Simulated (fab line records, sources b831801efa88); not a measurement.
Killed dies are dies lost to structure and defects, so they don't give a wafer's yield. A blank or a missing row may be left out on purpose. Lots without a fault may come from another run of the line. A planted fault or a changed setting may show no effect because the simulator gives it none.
Which tool did it? | flow sky130 | 24 lots, 72 wafers sampled, at 4 steps of a route of 708

WHAT THE GAUGES READ, wafer by wafer
SKY_METAL2_CD_MEAS_15: target cd 140 nm.
lot  | measured     | on        | cd_nm (nm)
L074 | day 36 12:26 | cd_sem-02 | 141.1 142.0 140.3
L075 | day 36 16:31 | cd_sem-02 | 139.8 140.6 140.3
L076 | day 36 20:35 | cd_sem-01 | 140.0 139.9 140.5
L077 | day 37 14:47 | cd_sem-02 | 142.4 141.2 142.4
L078 | day 37 19:34 | cd_sem-01 | 139.0 140.5 137.9
L079 | day 37 21:25 | cd_sem-02 | 138.3 138.8 138.1
L080 | day 38 00:49 | cd_sem-02 | 140.1 139.1 139.9
L081 | day 38 22:12 | cd_sem-01 | 138.4 140.2 138.5
L082 | day 38 23:28 | cd_sem-02 | 143.0 142.3 143.0
L083 | day 39 02:17 | cd_sem-01 | 136.8 137.7 135.8
L084 | day 39 08:28 | cd_sem-02 | 143.1 141.7 142.5
L085 | day 40 00:38 | cd_sem-02 | 139.3 140.1 141.3
L086 | day 40 04:31 | cd_sem-01 | 139.0 139.0 137.9
L087 | day 40 09:26 | cd_sem-01 | 139.9 139.7 138.9
L088 | day 40 10:44 | cd_sem-01 | 138.5 140.0 138.2
L089 | day 40 23:58 | cd_sem-01 | 141.6 140.7 142.4
L090 | day 41 03:04 | cd_sem-01 | 143.9 142.0 143.8
L091 | day 41 10:31 | cd_sem-02 | 140.6 140.0 139.9
L092 | day 41 11:20 | cd_sem-01 | 142.2 139.9 142.1
L093 | day 42 01:20 | cd_sem-02 | 141.3 139.5 140.9
L094 | day 42 03:46 | cd_sem-01 | 140.3 140.7 141.5
L095 | day 42 16:43 | cd_sem-01 | 139.7 138.9 140.0
L096 | day 42 17:49 | cd_sem-01 | 140.2 142.1 142.1
L097 | day 43 04:04 | cd_sem-01 | 140.8 140.9 139.9

SKY_CAPM_RS_MEAS_03: measures by four-point-probe.
lot  | measured     | on            | CAPM_TIN_RS (ohm/sq)
L074 | day 37 18:50 | film_metro-03 | 6.92 6.91 6.96
L075 | day 37 22:23 | film_metro-02 | 6.96 6.84 6.82
L076 | day 38 02:19 | film_metro-02 | 7.04 6.96 6.96
L077 | day 38 19:49 | film_metro-02 | 6.97 6.91 6.94
L078 | day 39 02:23 | film_metro-03 | 6.87 6.99 6.86
L079 | day 39 03:49 | film_metro-01 | 6.93 6.89 6.93
L080 | day 39 05:59 | film_metro-02 | 7.06 6.90 6.93
L081 | day 40 03:01 | film_metro-02 | 6.83 6.90 6.86
L082 | day 40 05:25 | film_metro-01 | 6.98 7.01 6.91
L083 | day 40 06:53 | film_metro-03 | 6.99 6.98 7.02
L084 | day 40 13:34 | film_metro-02 | 6.85 6.81 6.95
L085 | day 41 05:09 | film_metro-03 | 6.92 6.95 7.00
L086 | day 41 09:46 | film_metro-02 | 6.97 7.00 6.98
L087 | day 41 13:45 | film_metro-03 | 6.94 6.96 6.98
L088 | day 41 15:16 | film_metro-01 | 6.97 6.99 6.99
L089 | day 42 04:11 | film_metro-01 | 6.98 6.93 7.00
L090 | day 42 07:08 | film_metro-02 | 6.83 6.86 6.97
L091 | day 42 14:10 | film_metro-02 | 6.97 6.97 7.06
L092 | day 42 15:39 | film_metro-02 | 6.88 6.89 6.96
L093 | day 43 05:20 | film_metro-03 | 6.89 6.77 6.86
L094 | day 43 07:36 | film_metro-02 | 6.92 6.96 6.97
L095 | day 43 19:35 | film_metro-03 | 7.10 6.97 6.97
L096 | day 43 20:49 | film_metro-01 | 6.88 6.89 6.82
L097 | day 44 08:01 | film_metro-03 | 6.85 6.96 6.97

WHICH TOOL RAN EACH LOT (tool, then ch and the chambers of the sampled wafers, then the start)
lot  | SKY_METAL3_SPUTTER_00        | SKY_METAL3_SPUTTER_01
L074 | pvd_sputter-02, day 37 18:29 | pvd_sputter-02, day 37 18:30
L075 | pvd_sputter-02, day 37 21:59 | pvd_sputter-02, day 37 22:01
L076 | pvd_sputter-02, day 38 01:59 | pvd_sputter-02, day 38 02:00
L077 | pvd_sputter-04, day 38 19:28 | pvd_sputter-04, day 38 19:29
L078 | pvd_sputter-03, day 39 01:58 | pvd_sputter-03, day 39 01:59
L079 | pvd_sputter-02, day 39 03:26 | pvd_sputter-02, day 39 03:28
L080 | pvd_sputter-04, day 39 05:36 | pvd_sputter-04, day 39 05:37
L081 | pvd_sputter-03, day 40 02:36 | pvd_sputter-03, day 40 02:38
L082 | pvd_sputter-02, day 40 05:02 | pvd_sputter-02, day 40 05:04
L083 | pvd_sputter-02, day 40 06:25 | pvd_sputter-02, day 40 06:26
L084 | pvd_sputter-03, day 40 13:13 | pvd_sputter-03, day 40 13:14
L085 | pvd_sputter-04, day 41 04:48 | pvd_sputter-04, day 41 04:50
L086 | pvd_sputter-03, day 41 09:25 | pvd_sputter-03, day 41 09:26
L087 | pvd_sputter-04, day 41 13:23 | pvd_sputter-04, day 41 13:25
L088 | pvd_sputter-04, day 41 14:53 | pvd_sputter-04, day 41 14:55
L089 | pvd_sputter-04, day 42 03:51 | pvd_sputter-04, day 42 03:52
L090 | pvd_sputter-03, day 42 06:43 | pvd_sputter-03, day 42 06:44
L091 | pvd_sputter-03, day 42 13:47 | pvd_sputter-03, day 42 13:48
L092 | pvd_sputter-02, day 42 15:14 | pvd_sputter-02, day 42 15:15
L093 | pvd_sputter-02, day 43 04:59 | pvd_sputter-02, day 43 05:01
L094 | pvd_sputter-03, day 43 07:13 | pvd_sputter-03, day 43 07:14
L095 | pvd_sputter-03, day 43 19:14 | pvd_sputter-03, day 43 19:15
L096 | pvd_sputter-02, day 43 20:27 | pvd_sputter-02, day 43 20:29
L097 | pvd_sputter-03, day 44 07:39 | pvd_sputter-03, day 44 07:40
- SKY_METAL3_SPUTTER_00: material Ti, target thk 15 nm, time 10 s.
- SKY_METAL3_SPUTTER_01: material TiN, target thk 20 nm, time 16.7 s.

WHAT THE TOOLS THEMSELVES READ (means of the sampled wafers that have a number; where no wafer has one, the mark that the record gives instead)
SKY_METAL3_SPUTTER_00.
lot  | tool           | throttle_valve_pct (%)
L074 | pvd_sputter-02 | 30.1
L075 | pvd_sputter-02 | 30.3
L076 | pvd_sputter-02 | 30.7
L077 | pvd_sputter-04 | 28.9
L078 | pvd_sputter-03 | 30.0
L079 | pvd_sputter-02 | 30.0
L080 | pvd_sputter-04 | 29.5
L081 | pvd_sputter-03 | 29.8
L082 | pvd_sputter-02 | 30.5
L083 | pvd_sputter-02 | 30.4
L084 | pvd_sputter-03 | 30.2
L085 | pvd_sputter-04 | 30.0
L086 | pvd_sputter-03 | 29.8
L087 | pvd_sputter-04 | 29.9
L088 | pvd_sputter-04 | 29.6
L089 | pvd_sputter-04 | 30.1
L090 | pvd_sputter-03 | 30.0
L091 | pvd_sputter-03 | 30.1
L092 | pvd_sputter-02 | 30.0
L093 | pvd_sputter-02 | 30.4
L094 | pvd_sputter-03 | 30.7
L095 | pvd_sputter-03 | 30.3
L096 | pvd_sputter-02 | 30.6
L097 | pvd_sputter-03 | 30.3

SKY_METAL3_SPUTTER_01.
lot  | tool           | throttle_valve_pct (%)
L074 | pvd_sputter-02 | 30.3
L075 | pvd_sputter-02 | 30.2
L076 | pvd_sputter-02 | 30.7
L077 | pvd_sputter-04 | 29.0
L078 | pvd_sputter-03 | 30.1
L079 | pvd_sputter-02 | 29.8
L080 | pvd_sputter-04 | 29.5
L081 | pvd_sputter-03 | 29.8
L082 | pvd_sputter-02 | 30.5
L083 | pvd_sputter-02 | 30.5
L084 | pvd_sputter-03 | 30.2
L085 | pvd_sputter-04 | 30.1
L086 | pvd_sputter-03 | 29.8
L087 | pvd_sputter-04 | 29.8
L088 | pvd_sputter-04 | 29.5
L089 | pvd_sputter-04 | 30.2
L090 | pvd_sputter-03 | 30.0
L091 | pvd_sputter-03 | 30.0
L092 | pvd_sputter-02 | 29.9
L093 | pvd_sputter-02 | 30.4
L094 | pvd_sputter-03 | 30.6
L095 | pvd_sputter-03 | 30.3
L096 | pvd_sputter-02 | 30.5
L097 | pvd_sputter-03 | 30.1

THE ANSWER, worked out from the rows above alone
Rule: what is usual is taken from the lots themselves. Put in order of their means at a reading, lots are off if they are a third of the lots or fewer, leave a main group of 4 or more, and stand apart from it by a gap of 3 or more times the standard deviation of the main group's means; of several such gaps the widest counts. A main group whose means are all the same, to the digits that the tables above print for the reading, isn't used. A lot without any number at a reading at which 4 lots or more have one is off too. The other lots that the step has rows for count as sound. The gauges are gone through in route order, then the tools' own readings, and for those a lot's mean is taken as printed above. The first step at which some lot is off is used, and at that step the reading that is off furthest; a lot without a number counts as furthest.
No lot is off at any reading shown: from this, nothing can be told.

WHAT THE SIMULATOR HAD PUT IN
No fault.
